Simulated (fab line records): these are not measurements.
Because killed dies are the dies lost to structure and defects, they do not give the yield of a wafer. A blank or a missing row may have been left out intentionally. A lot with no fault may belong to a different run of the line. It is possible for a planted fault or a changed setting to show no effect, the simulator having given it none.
Which of the tools did it? | flow sky130 | at 1 step of a route of 708, 12 lots with 36 wafers sampled

== WHAT EACH GAUGE READ, for each wafer ==
SKY_VIA2_OVL_MEAS_13.
lot  | measured     | on         | VIA2_OVL (nm)
L075 | day 36 12:52 | overlay-02 | 6 4 3
L077 | day 36 23:35 | overlay-02 | 4 3 3
L079 | day 38 06:31 | overlay-02 | -2 -3 -3
L080 | day 38 17:44 | overlay-01 | 6 3 6
L083 | day 39 06:05 | overlay-01 | 8 3 9
L086 | day 40 15:37 | overlay-01 | -7 0 2
L087 | day 40 16:34 | overlay-01 | 0 2 0
L089 | day 40 20:58 | overlay-02 | 9 11 10
L091 | day 41 13:26 | overlay-01 | 3 12 8
L093 | day 42 11:40 | overlay-01 | 8 11 8
L095 | day 42 19:53 | overlay-01 | 6 9 7
L097 | day 43 02:23 | overlay-01 | 12 11 14

== EACH LOT AND THE TOOL THAT RAN IT (in order: tool; ch and the chambers of the sampled wafers; start) ==
The record holds no process step before these readings.

== THE ANSWER, worked out from the rows above alone ==
Rule: what is usual is taken from the lots themselves. The widest of any qualifying gaps counts: lots, ordered by their means at a reading, are off when they make up no more than a third of the lots, leave a main group of 4 or more, and stand apart from it by 3 or more times the standard deviation of that group's means. Not used: any main group whose means are identical at the precision the tables above print for the reading. Also off: a lot with no number at a reading for which 4 or more lots have one. Where the step has rows for the other lots, those lots are counted as sound.
No lot is off on any of the readings shown, so nothing can be concluded from this.

== WHAT THE SIMULATOR PUT IN ==
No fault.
